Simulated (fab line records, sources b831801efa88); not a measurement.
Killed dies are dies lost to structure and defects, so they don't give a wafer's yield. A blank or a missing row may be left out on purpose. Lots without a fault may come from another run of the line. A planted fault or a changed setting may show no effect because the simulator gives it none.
One fault seen from 2 desks | flow sky130 | each desk has only its own numbers; what lay behind them comes last

THE TOOL OWNER'S DESK: lpcvd-01
The tool's own readings at SKY_POLY_GATE_CVD_00 (deposits poly-Si, target thk 180 nm, time 720 s): means of the sampled wafers that have a number, for each lot that ran on this tool. A lot is out of limits, marked OUT, if its mean lies more than 4 standard deviations from the usual mean; the brackets give that distance.
Columns: A = spike_tc_bottom_C at SKY_POLY_GATE_CVD_00, usual 642 C; B = spike_tc_centre_C at SKY_POLY_GATE_CVD_00, usual 621.8 C; C = spike_tc_lower_C at SKY_POLY_GATE_CVD_00, usual 618.6 C; D = spike_tc_top_C at SKY_POLY_GATE_CVD_00, usual 639.8 C; E = spike_tc_upper_C at SKY_POLY_GATE_CVD_00, usual 621.0 C
lot  | first seen here | A              | B               | C                | D                | E
L780 | day 14 00:15    | 645            | 621.2           | 617.8            | 638.8            | 623.0
L781 | day 14 10:56    | 645            | 621.2           | 617.4            | 638.2            | 621.5
L783 | day 15 02:39    | 638            | 622.9           | 619.3            | 641.6            | 618.6
L790 | day 17 16:05    | 625 (-4.5) OUT | 610.4 (-11) OUT | 607.0 (-9.7) OUT | 629.2 (-5.9) OUT | 606.1 (-7.9) OUT
L791 | day 18 00:25    | 633            | 610.0 (-12) OUT | 605.7 (-11) OUT  | 626.7 (-7.3) OUT | 610.1 (-5.7) OUT
L792 | day 18 11:50    | 625 (-4.4) OUT | 610.4 (-11) OUT | 607.5 (-9.3) OUT | 629.5 (-5.7) OUT | 606.5 (-7.6) OUT
L798 | day 21 02:10    | 645            | 620.5           | 618.6            | 639.1            | 621.9
L799 | day 21 03:52    | 645            | 622.1           | 618.3            | 638.0            | 622.7
L800 | day 21 12:17    | 645            | 621.8           | 617.6            | 638.6            | 622.6
L802 | day 21 19:03    | 638            | 622.5           | 620.1            | 641.2            | 618.5
L801 | day 22 01:18    | 637            | 622.8           | 619.5            | 641.9            | 619.2
This desk's finding: out of limits on L790, L791, L792; first on L790, day 17 16:05 (spike_tc_bottom_C at SKY_POLY_GATE_CVD_00). In limits: L780, L781, L783, L798, L799, L800, L802, L801.

THE METROLOGY DESK
What the gauges read, lot by lot, whatever tool the lot ran on: means of the sampled wafers that have a number. A lot is out of limits, marked OUT, if its mean lies more than 4 standard deviations from the usual mean; the brackets give that distance.
Columns: A = VT_ADJUST_HVTR_TW at SKY_VT_ADJUST_HVTR_TW_MEAS_11, usual 211.4; B = GATE_OXIDE_TW at SKY_GATE_OXIDE_TW_MEAS_14, usual 224.3; C = POLY_GATE_CVD_00_THK at SKY_POLY_GATE_THK_MEAS_01, usual 180.2 nm
lot  | first seen here | A     | B     | C
L780 | day 9 16:07     | 210.4 | 224.4 | 180.7
L781 | day 10 00:13    | 213.5 | 226.3 | 180.2
L783 | day 10 11:40    | 213.4 | 224.5 | 180.0
L790 | day 12 16:47    | 213.1 | 223.9 | 134.3 (-29) OUT
L791 | day 13 01:04    | 210.2 | 223.5 | 137.9 (-26) OUT
L792 | day 13 11:28    | 211.0 | 225.7 | 133.8 (-29) OUT
L798 | day 15 16:25    | 210.3 | 223.1 | 183.5
L799 | day 15 20:35    | 213.3 | 225.3 | 181.5
L800 | day 16 01:08    | 211.6 | 224.2 | 179.1
L802 | day 16 10:10    | 208.6 | 225.8 | 180.4
L801 | day 16 14:13    | 210.0 | 223.8 | 179.3
This desk's finding: out of limits on L790, L791, L792; first on L790, day 17 17:17 (POLY_GATE_CVD_00_THK at SKY_POLY_GATE_THK_MEAS_01). In limits: L780, L781, L783, L798, L799, L800, L802, L801.

PUT TOGETHER
The tool owner's desk could have raised an alarm at day 17 16:05, on L790, L791, L792.
The metrology desk could have raised an alarm at day 17 17:17, on L790, L791, L792.
Of the lots named, all ran SKY_POLY_GATE_CVD_00 on lpcvd-01.

WHAT THE SIMULATOR HAD PUT IN
Process parameter drift: lpcvd-01, from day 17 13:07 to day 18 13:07, at SKY_POLY_GATE_CVD_00. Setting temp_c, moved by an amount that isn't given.
Lots struck among those shown: L790, L791, L792.
Hours from the fault's start to each desk's first reading out of limits: the tool owner's desk, 3; the metrology desk, 4.
